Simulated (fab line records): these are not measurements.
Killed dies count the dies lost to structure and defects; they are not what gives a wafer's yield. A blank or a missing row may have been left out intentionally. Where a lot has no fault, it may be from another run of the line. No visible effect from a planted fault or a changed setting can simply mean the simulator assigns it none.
Check of tool commonality || flow gf180mcu || Sampled: 12 lots, 36 wafers

== REASON FOR OPENING ==
On 2 of the 12 lots, a flag is raised at GF_V5_CD_MEAS_14 on the reading cd_nm. Wafers without a fault read 260.2 nm, standard deviation 1.3.
Rule: a lot is flagged in two cases, either no wafer of it has a number, or all its wafers with numbers fall more than 4 standard deviations from that mean. All remaining lots are regarded as sound.

{"lot": "L877", "measured": "day 27 23:01", "on": "cd_sem-02", "cd_nm (nm), wafer by wafer": "262.6 261.9 261.5", "flag": ""}
{"lot": "L878", "measured": "day 28 02:15", "on": "cd_sem-02", "cd_nm (nm), wafer by wafer": "259.3 260.1 259.8", "flag": ""}
{"lot": "L879", "measured": "day 28 10:59", "on": "cd_sem-02", "cd_nm (nm), wafer by wafer": "260.5 261.3 261.2", "flag": ""}
{"lot": "L881", "measured": "day 29 00:11", "on": "cd_sem-01", "cd_nm (nm), wafer by wafer": "259.6 260.0 258.6", "flag": ""}
{"lot": "L886", "measured": "day 30 08:52", "on": "cd_sem-02", "cd_nm (nm), wafer by wafer": "260.0 260.3 259.5", "flag": ""}
{"lot": "L890", "measured": "day 31 13:10", "on": "cd_sem-02", "cd_nm (nm), wafer by wafer": "274.1 274.3 274.0", "flag": "FLAGGED"}
{"lot": "L891", "measured": "day 31 15:34", "on": "cd_sem-01", "cd_nm (nm), wafer by wafer": "274.3 272.9 274.0", "flag": "FLAGGED"}
{"lot": "L894", "measured": "day 32 07:22", "on": "cd_sem-01", "cd_nm (nm), wafer by wafer": "260.9 261.2 261.0", "flag": ""}
{"lot": "L895", "measured": "day 32 19:14", "on": "cd_sem-01", "cd_nm (nm), wafer by wafer": "260.3 259.9 260.0", "flag": ""}
{"lot": "L896", "measured": "day 32 21:02", "on": "cd_sem-01", "cd_nm (nm), wafer by wafer": "259.8 260.7 260.2", "flag": ""}
{"lot": "L898", "measured": "day 33 07:39", "on": "cd_sem-02", "cd_nm (nm), wafer by wafer": "261.4 261.0 261.3", "flag": ""}
{"lot": "L899", "measured": "day 33 13:16", "on": "cd_sem-02", "cd_nm (nm), wafer by wafer": "260.3 261.4 260.9", "flag": ""}
Average over the flagged lots: 273.9 nm; offset from the usual +13.7 nm, equal to +11 standard deviations.

== TOOL THAT RAN EACH LOT ==
Before the reading, the record contains 2 process steps out of a 602-step route. Every cell lists first the tool, next ch and the chambers used by the sampled wafers, and last the start.
{"lot": "L877", "flag": "", "GF_MIM_SPUTTER_08": "pvd_sputter-04, day 25 06:56", "GF_V5_SOFTBAKE_10": "litho_track-02 ch 0, day 27 12:00"}
{"lot": "L878", "flag": "", "GF_MIM_SPUTTER_08": "pvd_sputter-04, day 25 11:08", "GF_V5_SOFTBAKE_10": "litho_track-01 ch 0, day 27 16:00"}
{"lot": "L879", "flag": "", "GF_MIM_SPUTTER_08": "pvd_sputter-04, day 25 20:23", "GF_V5_SOFTBAKE_10": "litho_track-04 ch 0, day 28 01:00"}
{"lot": "L881", "flag": "", "GF_MIM_SPUTTER_08": "pvd_sputter-04, day 26 10:29", "GF_V5_SOFTBAKE_10": "litho_track-04 ch 0, day 28 14:00"}
{"lot": "L886", "flag": "", "GF_MIM_SPUTTER_08": "pvd_sputter-04, day 27 20:17", "GF_V5_SOFTBAKE_10": "litho_track-04 ch 0, day 29 23:00"}
{"lot": "L890", "flag": "FLAGGED", "GF_MIM_SPUTTER_08": "pvd_sputter-04, day 29 03:44", "GF_V5_SOFTBAKE_10": "litho_track-04 ch 0, day 31 04:00"}
{"lot": "L891", "flag": "FLAGGED", "GF_MIM_SPUTTER_08": "pvd_sputter-01, day 29 06:39", "GF_V5_SOFTBAKE_10": "litho_track-04 ch 0, day 31 07:00"}
{"lot": "L894", "flag": "", "GF_MIM_SPUTTER_08": "pvd_sputter-04, day 30 01:42", "GF_V5_SOFTBAKE_10": "litho_track-01 ch 0, day 31 22:00"}
{"lot": "L895", "flag": "", "GF_MIM_SPUTTER_08": "pvd_sputter-04, day 30 13:00", "GF_V5_SOFTBAKE_10": "litho_track-01 ch 0, day 32 10:00"}
{"lot": "L896", "flag": "", "GF_MIM_SPUTTER_08": "pvd_sputter-04, day 30 16:38", "GF_V5_SOFTBAKE_10": "litho_track-02 ch 0, day 32 12:00"}
{"lot": "L898", "flag": "", "GF_MIM_SPUTTER_08": "pvd_sputter-03, day 31 04:14", "GF_V5_SOFTBAKE_10": "litho_track-01 ch 0, day 33 00:00"}
{"lot": "L899", "flag": "", "GF_MIM_SPUTTER_08": "pvd_sputter-03, day 31 11:14", "GF_V5_SOFTBAKE_10": "litho_track-02 ch 0, day 33 05:00"}
What is done by these steps:
- GF_MIM_SPUTTER_08: material AlCu, target thk 200 nm, time 10.6 s.
- GF_V5_SOFTBAKE_10: time 60 s.
- GF_V5_CD_MEAS_14: target cd 260 nm.

== FLAGGED AGAINST TOTAL, ONE TOOL AT A TIME (gauges that did the reading follow at the end) ==
{"step": "GF_MIM_SPUTTER_08", "tool": "pvd_sputter-01", "lots run": 1, "flagged": 1, "share of the flagged lots": "some", "sound lots run after its first flagged lot": 0}
{"step": "GF_MIM_SPUTTER_08", "tool": "pvd_sputter-03", "lots run": 2, "flagged": 0, "share of the flagged lots": "none", "sound lots run after its first flagged lot": "-"}
{"step": "GF_MIM_SPUTTER_08", "tool": "pvd_sputter-04", "lots run": 9, "flagged": 1, "share of the flagged lots": "some", "sound lots run after its first flagged lot": "3 (L894,L895,L896)"}
{"step": "GF_V5_SOFTBAKE_10", "tool": "litho_track-01", "lots run": 4, "flagged": 0, "share of the flagged lots": "none", "sound lots run after its first flagged lot": "-"}
{"step": "GF_V5_SOFTBAKE_10", "tool": "litho_track-02", "lots run": 3, "flagged": 0, "share of the flagged lots": "none", "sound lots run after its first flagged lot": "-"}
{"step": "GF_V5_SOFTBAKE_10", "tool": "litho_track-04", "lots run": 5, "flagged": 2, "share of the flagged lots": "all", "sound lots run after its first flagged lot": 0}
{"step": "GF_V5_CD_MEAS_14", "tool": "cd_sem-01", "lots run": 5, "flagged": 1, "share of the flagged lots": "some", "sound lots run after its first flagged lot": "3 (L894,L895,L896)"}
{"step": "GF_V5_CD_MEAS_14", "tool": "cd_sem-02", "lots run": 7, "flagged": 1, "share of the flagged lots": "some", "sound lots run after its first flagged lot": "2 (L898,L899)"}

== WHAT THE TABLE PERMITS ==
Rows of the table that ran each flagged lot: 1, that is litho_track-04 at GF_V5_SOFTBAKE_10.
- litho_track-04 at GF_V5_SOFTBAKE_10 ran 5 lots, 2 of them flagged. Last sound lot L886 at day 29 23:00, first flagged lot L890 at day 31 04:00; a fault beginning in between fits. Its own readings lie more than 4 standard deviations out on every wafer of the flagged lots: heater_power_total_W, plate_temp_C.
One tool is left: litho_track-04 at GF_V5_SOFTBAKE_10.

== WHAT HAD BEEN PUT IN BY THE SIMULATOR ==
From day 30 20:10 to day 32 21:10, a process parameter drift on litho_track-04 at GF_V5_SOFTBAKE_10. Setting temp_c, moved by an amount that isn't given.
Shown lots that were struck: L890, L891. The rule given above showed the same thing.
